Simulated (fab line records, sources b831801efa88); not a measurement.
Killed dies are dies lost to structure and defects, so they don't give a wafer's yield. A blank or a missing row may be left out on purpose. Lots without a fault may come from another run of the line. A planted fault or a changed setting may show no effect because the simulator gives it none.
fab line records | flow sky130
record lots=5 wafers=15 last_day=50
route steps=708 shown VIA1@473 METAL2@483 VIA2@507 PAD_OPEN@708
lots that met no fault: from a run of the same line without faults
start_h: hours from the record's first day to the start of the lot's first wafer shown | wait_h: hours since the lot's step before | " the same as in the row above | L1.1+2: a row that stands for several wafers | - no value, or no start given | * or withheld: withheld | < > ~ a bound
route shown NAME@n: a module of which the file shows steps, and the number in the route of the first | usual: mean/standard deviation of fault-free wafers | same: alike in all rows | chamber/n: place in a boat | sites: the reading at each site | _std_site: their standard deviation | _edge_site: outer sites' mean less inner sites' | radius_mm: how far each site lies from the wafer's centre | mask NAME#n: copy n | behind: the tool/chamber that last shaped the wafer | hold: why the lot was held/for how many hours/how that ended | device: the transistor (n, p or np) that didn't switch | end of line: the same wafers' tests at the end of the route | a step without rows: its recipe alone | killed: dies lost to structure and defects at the first sort, not the wafer's yield | map: a wafer's dies, x killed, . not, _ none there
set.NAME: the setting as run; set.NAME@STEP: as run at that earlier step | model.NAME: the simulator's own value behind a step, which no gauge read
lots at some steps of the route; a table a step, a row a wafer
services: from which hour (start_h, from the record's first day; less than 0 if before it) a tool's chamber was out of use, for how many hours, and why
## steps
# step SKY_VIA1_ETCH_15
# recipe target=SiO2 chemistry=C4F8/O2/Ar target_depth_nm=351 stop_on=TiN mask_material=KrF-thick source_w=1500 bias_w=1200 pressure_mtorr=40 c4f8_flow_sccm=withheld O2_flow_sccm=6 Ar_flow_sccm=300 time_s=54
# step SKY_VIA1_STRIP_16
# recipe chemistry=O2/N2 power_w=1400 pressure_mtorr=1500 platen_temp_c=withheld o2_flow_sccm=3000 n2_flow_sccm=300 overash_fraction=0.5
# step SKY_VIA1_STRIP_17
# recipe chemistry=post_etch_residue_remover time_s=1200 temp_c=72.5
# step SKY_VIA1_CLEAN_18
# recipe chemistry=IPA time_s=180 temp_c=25
# step SKY_VIA1_CLEAN_19
# recipe chemistry=O3/DIW dry=n2_spin
# step SKY_VIA1_SPUTTER_20
# recipe material=TiN target_thk_nm=20 chamber_pressure_pa=5 power_w=4000 time_s=80
# step SKY_VIA1_CVD_21
# recipe material=W target_thk_nm=270 time_s=80.902 temp_c=400 pressure_torr=40
# step SKY_VIA1_CMP_24
# recipe stop_on=SiO2 t_overpolish_s=15 down_force_psi=3.5 platen_rpm=60 target_thk_nm=0 pad_velocity_m_s=0.94248
# step SKY_METAL2_SPUTTER_00
# recipe material=Ti target_thk_nm=15 power_w=3000 time_s=10 chamber_pressure_pa=0.4
# step SKY_METAL2_SPUTTER_01
# recipe material=TiN target_thk_nm=20 power_w=6500 time_s=16.7 chamber_pressure_pa=0.4
# step SKY_METAL2_SPUTTER_02
# recipe material=AlCu target_thk_nm=250 power_w=10600 time_s=13.3 chamber_pressure_pa=0.4
# usual throttle_valve_pct=30.4/0.57
# columns lot.wafer tool chamber start_h wait_h throttle_valve_pct
L933.1 pvd_sputter-03 - 800.84 0.0 29.7
L933.5 " - " " 31.3
L933.6 " - " " 31.3
L948.1 pvd_sputter-03 - 924.51 0.0 31.1
L948.3 " - " " 29.8
L948.6 " - " " 30.7
L950.2 pvd_sputter-03 - 928.38 0.0 30.0
L950.5 " - " " 31.1
L950.6 " - " " 31.2
L952.2 pvd_sputter-03 - 947.90 0.0 30.7
L952.3 " - " " 31.3
L952.4 " - " " 30.2
L955.1 pvd_sputter-04 - 962.27 0.0 29.6
L955.3 " - " " 29.7
L955.4 " - " " 29.9
# step SKY_METAL2_SPUTTER_03
# recipe material=Ti target_thk_nm=5 power_w=3000 time_s=3.3 chamber_pressure_pa=0.4
# step SKY_METAL2_SPUTTER_04
# recipe material=TiN target_thk_nm=70 power_w=6500 time_s=59.24 chamber_pressure_pa=0.4
# step SKY_METAL2_DEHYDRATE_07
# recipe temp_c=200 time_s=60
# step SKY_METAL2_HMDS_08
# recipe prime_time_s=60 prime_temp_c=120
# step SKY_METAL2_COAT_09
# recipe resist=BARC temp_c=withheld time_s=withheld spin_rpm=3000 resist_thk_nm=60
# step SKY_METAL2_COAT_10
# recipe resist=KrF-thick spin_rpm=3000 resist_thk_nm=450
# step SKY_METAL2_SOFTBAKE_11
# recipe temp_c=100 time_s=90 resist=KrF-thick
# step SKY_METAL2_EXPOSE_12
# recipe mask_id=MM2 na=0.8 source_shape=annular sigma_inner=0.55 sigma_outer=0.85 target_cd_nm=140 dose_mj=28
# step SKY_METAL2_PEB_13
# recipe peb_temp_c=withheld peb_time_s=withheld resist=KrF-thick
# step SKY_METAL2_DEVELOP_14
# recipe develop_time_s=60 resist=KrF-thick dev_temp_c=21
# step SKY_METAL2_DESCUM_17
# recipe chemistry=O2 source_power_w=150 bias_power_w=0 pressure_mtorr=10 temp_c=40 time_s=8
# step SKY_METAL2_ETCH_18
# recipe chemistry=N2/H2 target=BARC ion_energy_ev=200 bias_w=100 pressure_mtorr=30 n2_flow_sccm=100 h2_flow_sccm=200 icp_w=500 stop_on=SiO2 time_s=45.9 target_depth_a=600
# step SKY_METAL2_METAL_ETCH_19
# recipe target_depth_a=3600 stop_on=SiO2 over_etch_frac=0.3 time_s=78 chemistry=Cl2/BCl3 resist_sidewall_deg=88 pressure_mtorr=10 icp_w=900 bias_w=48.5 Cl2_flow_sccm=60 bcl3_flow_sccm=30
# step SKY_METAL2_STRIP_20
# recipe chemistry=O2/N2 power_w=1400 pressure_mtorr=1500 platen_temp_c=withheld o2_flow_sccm=3000 n2_flow_sccm=300 overash_fraction=0.5
# step SKY_METAL2_STRIP_21
# recipe chemistry=post_etch_residue_remover time_s=1200 temp_c=72.5
# step SKY_METAL2_CLEAN_22
# recipe chemistry=IPA time_s=180 temp_c=25
# step SKY_METAL2_CLEAN_23
# recipe chemistry=O3/DIW dry=n2_spin
# step SKY_VIA2_HDPCVD_00
# recipe material=SiO2 target_thk_nm=1180 sigma_open_frac=0.3 time_s=189.7 temp_c=400 sih4_flow_sccm=60 pressure_mtorr=6
# step SKY_VIA2_CMP_02
# recipe material=SiO2 down_force_psi=4 platen_rpm=60 pad_velocity_m_s=0.94248
# step SKY_VIA2_DEHYDRATE_04
# recipe temp_c=200 time_s=60
# step SKY_VIA2_HMDS_05
# recipe prime_time_s=60 prime_temp_c=120
# step SKY_VIA2_COAT_06
# recipe resist=BARC temp_c=withheld time_s=withheld spin_rpm=3000 resist_thk_nm=60
# step SKY_VIA2_COAT_07
# recipe resist=KrF-thick spin_rpm=3000 resist_thk_nm=450
# step SKY_PAD_OPEN_PROBE_99
# usual defect_limited_yield=82.6/1.9 killed_at_M0_to_M3=43/6.9 killed_at_M4_up=3.0/1.8 killed_at_contacts=24/4.8 killed_at_front_end=15/4.5 killed_at_other=0.4/0.67 killed_dies=86/9.2 killed_open=46/6.9 killed_short=39/6 sort_bin_3_pad_short=0.8/0.39 sort_bin_5_function=10.2/1.3 sort_bin_6_memory=6.3/1.2 sort_n_pass=406/9.2 sort_yield_pct=82.6/1.9
# same gross_dies=492 killed_at_back_side=0 sort_bin_4_leakage[%]=0 sort_bin_8_speed[%]=0
# columns lot.wafer tool chamber start_h wait_h defect_limited_yield[%] killed_at_M0_to_M3 killed_at_M4_up killed_at_contacts killed_at_front_end killed_at_other killed_dies killed_open killed_short sort_bin_3_pad_short[%] sort_bin_5_function[%] sort_bin_6_memory[%] sort_n_pass sort_yield_pct[%] model.etest.tester.sort_n_pass model.etest.tester.sort_yield_pct model.etest.tester.sort_bin_5_pct model.etest.tester.sort_bin_3_pct
L933.1 prober-01 - 1079.68 0.1 81.9 45 2 21 21 0 89 49 40 1.0 8.7 8.3 403 81.9 403 81.91 8.74 1.016
L933.5 prober-01 - 1079.88 0.2 81.1 49 3 26 15 0 93 52 41 1.4 11.2 6.3 399 81.1 399 81.1 11.18 1.423
L933.6 prober-01 - 1079.93 0.2 82.1 43 7 22 16 0 88 46 41 1.0 10.4 6.5 404 82.1 404 82.11 10.37 1.016
L948.1 prober-01 - 1174.47 0.1 75.4 81 3 21 15 1 121 41 40 2.8 14.2 7.5 371 75.4 371 75.41 14.23 2.846
L948.3 prober-01 - 1174.57 0.2 79.5 63 0 30 8 0 101 40 29 2.0 12.2 6.3 391 79.5 391 79.47 12.2 2.033
L948.6 prober-01 - 1174.72 0.2 70.1 108 3 23 12 1 147 44 45 3.5 19.9 6.5 345 70.1 345 70.12 19.92 3.455
L950.2 prober-01 - 1178.75 0.1 75.0 83 6 21 13 0 123 51 37 2.6 13.8 8.5 369 75.0 369 75 13.82 2.642
L950.5 prober-01 - 1178.90 0.2 74.6 73 6 25 20 1 125 52 41 2.6 15.4 7.3 367 74.6 367 74.59 15.45 2.642
L950.6 prober-01 - 1178.95 0.2 74.2 102 3 17 5 0 127 47 22 2.8 16.3 6.7 365 74.2 365 74.19 16.26 2.846
L952.2 prober-01 - 1189.96 0.1 71.3 96 2 29 14 0 141 52 30 3.3 17.5 7.9 351 71.3 351 71.34 17.48 3.252
L952.3 prober-01 - 1190.01 0.2 75.8 79 2 23 15 0 119 45 33 2.0 15.7 6.5 373 75.8 373 75.81 15.65 2.033
L952.4 prober-01 - 1190.06 0.2 77.2 81 3 17 10 1 112 47 31 1.8 13.4 7.5 380 77.2 380 77.24 13.41 1.829
L955.1 prober-02 - 1199.84 0.1 83.1 50 2 23 8 0 83 44 39 1.0 10.2 5.7 409 83.1 409 83.13 10.16 1.016
L955.3 prober-02 - 1199.94 0.2 82.3 50 5 21 10 1 87 42 45 1.4 10.0 6.3 405 82.3 405 82.32 9.959 1.423
L955.4 prober-02 - 1199.99 0.2 82.7 42 2 20 20 1 85 46 39 0.6 9.8 6.9 407 82.7 407 82.72 9.756 0.6098
# killed by level:class
L933.1 VIA2:geometric_particle:open=12 POLY_GATE:geometric_particle:open=9 CONTACT:geometric_particle:open=9 METAL2:geometric_particle:short=8 POLY_GATE:geometric_particle:short=6 LOCAL_INTERCONNECT:geometric_particle:short=6 VIA1:geometric_particle:open=5 VIA1:geometric_particle:short=5
L933.5 VIA1:geometric_particle:open=10 VIA3:geometric_particle:open=10 LI_CONTACT:geometric_particle:open=7 METAL1:geometric_particle:short=6 CONTACT:geometric_particle:open=5 LOCAL_INTERCONNECT:geometric_particle:short=5 VIA2:geometric_particle:open=5 LI_CONTACT:geometric_particle:short=4
L933.6 CONTACT:geometric_particle:open=10 METAL2:geometric_particle:short=8 VIA3:geometric_particle:open=7 LI_CONTACT:geometric_particle:open=6 VIA1:geometric_particle:open=6 METAL1:geometric_particle:short=5 VIA1:geometric_particle:short=4 POLY_GATE:geometric_particle:open=4
L948.1 METAL2:unspecified=40 VIA1:geometric_particle:open=12 CONTACT:geometric_particle:open=11 POLY_GATE:geometric_particle:short=7 METAL2:geometric_particle:short=7 VIA1:geometric_particle:short=6 VIA2:geometric_particle:open=5 POLY_GATE:geometric_particle:open=4
L948.3 METAL2:unspecified=32 CONTACT:geometric_particle:open=13 VIA1:geometric_particle:open=8 LI_CONTACT:geometric_particle:open=6 LI_CONTACT:geometric_particle:short=4 LOCAL_INTERCONNECT:geometric_particle:short=4 VIA1:geometric_particle:short=4 VIA2:geometric_particle:short=4
L948.6 METAL2:unspecified=57 VIA1:geometric_particle:open=16 CONTACT:geometric_particle:open=8 METAL3:geometric_particle:short=7 VIA1:geometric_particle:short=6 CONTACT:geometric_particle:short=6 METAL2:geometric_particle:short=6 POLY_GATE:geometric_particle:short=5
L950.2 METAL2:unspecified=34 VIA1:geometric_particle:open=19 CONTACT:geometric_particle:open=11 VIA1:geometric_particle:short=7 LI_CONTACT:geometric_particle:open=6 FIELD_ISO:geometric_particle:short=5 POLY_GATE:geometric_particle:open=4 VIA2:geometric_particle:open=4
L950.5 METAL2:unspecified=32 VIA1:geometric_particle:open=11 CONTACT:geometric_particle:open=9 LI_CONTACT:geometric_particle:open=8 VIA3:geometric_particle:open=7 VIA1:geometric_particle:short=6 FIELD_ISO:geometric_particle:short=5 POLY_GATE:geometric_particle:short=5
L950.6 METAL2:unspecified=58 VIA1:geometric_particle:open=15 VIA3:geometric_particle:open=11 CONTACT:geometric_particle:open=4 LI_CONTACT:geometric_particle:open=4 CONTACT:geometric_particle:short=4 VIA1:geometric_particle:short=4 METAL2:geometric_particle:short=4
L952.2 METAL2:unspecified=59 VIA1:geometric_particle:open=15 LI_CONTACT:geometric_particle:open=13 CONTACT:geometric_particle:open=7 FIELD_ISO:geometric_particle:open=5 METAL1:geometric_particle:short=5 CONTACT:geometric_particle:short=4 VIA2:geometric_particle:open=4
L952.3 METAL2:unspecified=41 VIA1:geometric_particle:open=14 CONTACT:geometric_particle:open=11 FIELD_ISO:geometric_particle:open=6 METAL3:geometric_particle:short=5 POLY_GATE:geometric_particle:short=4 LOCAL_INTERCONNECT:geometric_particle:short=4 CONTACT:geometric_particle:short=4
L952.4 METAL2:unspecified=34 VIA1:geometric_particle:open=14 VIA3:geometric_particle:open=8 CONTACT:geometric_particle:open=7 LI_CONTACT:geometric_particle:open=5 METAL1:geometric_particle:short=5 VIA2:geometric_particle:open=5 FIELD_ISO:geometric_particle:open=4
L955.1 VIA3:geometric_particle:open=12 VIA1:geometric_particle:open=9 METAL1:geometric_particle:short=7 VIA1:geometric_particle:short=6 CONTACT:geometric_particle:short=6 CONTACT:geometric_particle:open=6 LI_CONTACT:geometric_particle:open=5 METAL2:geometric_particle:short=3
L955.3 VIA1:geometric_particle:open=13 METAL1:geometric_particle:short=9 LOCAL_INTERCONNECT:geometric_particle:short=7 VIA3:geometric_particle:open=6 FIELD_ISO:geometric_particle:short=5 VIA2:geometric_particle:open=5 VIA1:geometric_particle:short=5 LI_CONTACT:geometric_particle:open=4
L955.4 VIA1:geometric_particle:open=13 LOCAL_INTERCONNECT:geometric_particle:short=7 VIA1:geometric_particle:short=7 POLY_GATE:geometric_particle:open=6 FIELD_ISO:geometric_particle:short=5 LOCAL_INTERCONNECT:geometric_particle:open=5 LI_CONTACT:geometric_particle:open=4 VIA3:geometric_particle:open=4
# map L948.6 (x killed, . not)
__________.........._________
________xxxx......x..._______
______......x......x..xx_____
_____..x...x.........x.xx____
____x..x.......x........x.___
___..............x.....x...__
__x......xxxx....x...x......_
_...............x.x..........
_...x.....x...........xxx...x
_.........x........x........x
_xx.xxx.x..x..x.x.......x.x.x
_..xxx...x..x.............x..
_......x...x...xx.xx.x.x.x..x
_..x..xx.x..xxxx.xx.x...x..x.
_...x....xxxxxxxxxx.......x..
__..........xxxxxxxxxx......_
___..x..x.x.xxxxxxxxx......__
____.......xxxxxxxxx......___
_____.x.x..xxxxxxxxx.....____
______...x.xx.xxxx.x...._____
________.......x.x...._______
__________...xxxx..._________
# map L950.6 (x killed, . not)
__________.........._________
________x....x.xx..x.._______
______.................x_____
_____.............x...xx.____
____x.......xx........x...___
___...x......x.............__
__.x...x........x...x......._
_...........x...x......x.x...
_....x..x.....x..x...........
_x..x...x.....xxxxxxxxx...x..
_....x.x..xx.xxxxxxxxx.x.....
_......x....xxxxxxxxxx...xx..
_...........x.xxxxxxxxx..x...
_..........x.xxxxxxx.xx......
_...x.....x..xxxxxxx.xx...x.x
__........x..x.xxxx..x..x..._
___x..x..x..x..x...........__
____...............x..x.x.___
_____...x..xx.......x....____
______....x............._____
________..x........x.._______
__________xx...x...._________
## services
# columns tool chamber start_h hours kind
pvd_sputter-03 - 781.45 1.9 repair
pvd_sputter-03 - 808.71 5.2 repair
pvd_sputter-03 0 814.45 - consumable_replace:kit
pvd_sputter-03 0 814.45 18.0 scheduled_down
pvd_sputter-03 0 814.45 18.0 vent_cycle
pvd_sputter-04 3 832.59 - consumable_replace:kit
pvd_sputter-04 3 832.59 18.0 scheduled_down
pvd_sputter-04 3 832.59 18.0 vent_cycle
pvd_sputter-03 - 841.87 4.8 repair
pvd_sputter-04 - 943.85 4.6 repair
## key
first_sign step=SKY_PAD_OPEN_PROBE_99 reading=killed_at_M0_to_M3 direction=up sigmas=6.1 usual=43 struck=85
effect step=SKY_PAD_OPEN_PROBE_99 reading=sort_bin_3_pad_short direction=up sigmas=4.5 usual=0.8 struck=2.6
model_effect step=SKY_PAD_OPEN_PROBE_99 value=etest.tester.sort_n_pass without=404.7 struck=368
met_at SKY_METAL2_SPUTTER_02
struck_wafers L948.1,L948.3,L948.6,L950.2,L950.5,L950.6,L952.2,L952.3,L952.4
onset_between 800.84 924.51
fault kind=chamber_particle_source tool=pvd_sputter-03 chamber=- onset_h=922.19 steps=SKY_METAL2_SPUTTER_02 rate_per_visit_cm2=1.0138 end_h=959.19
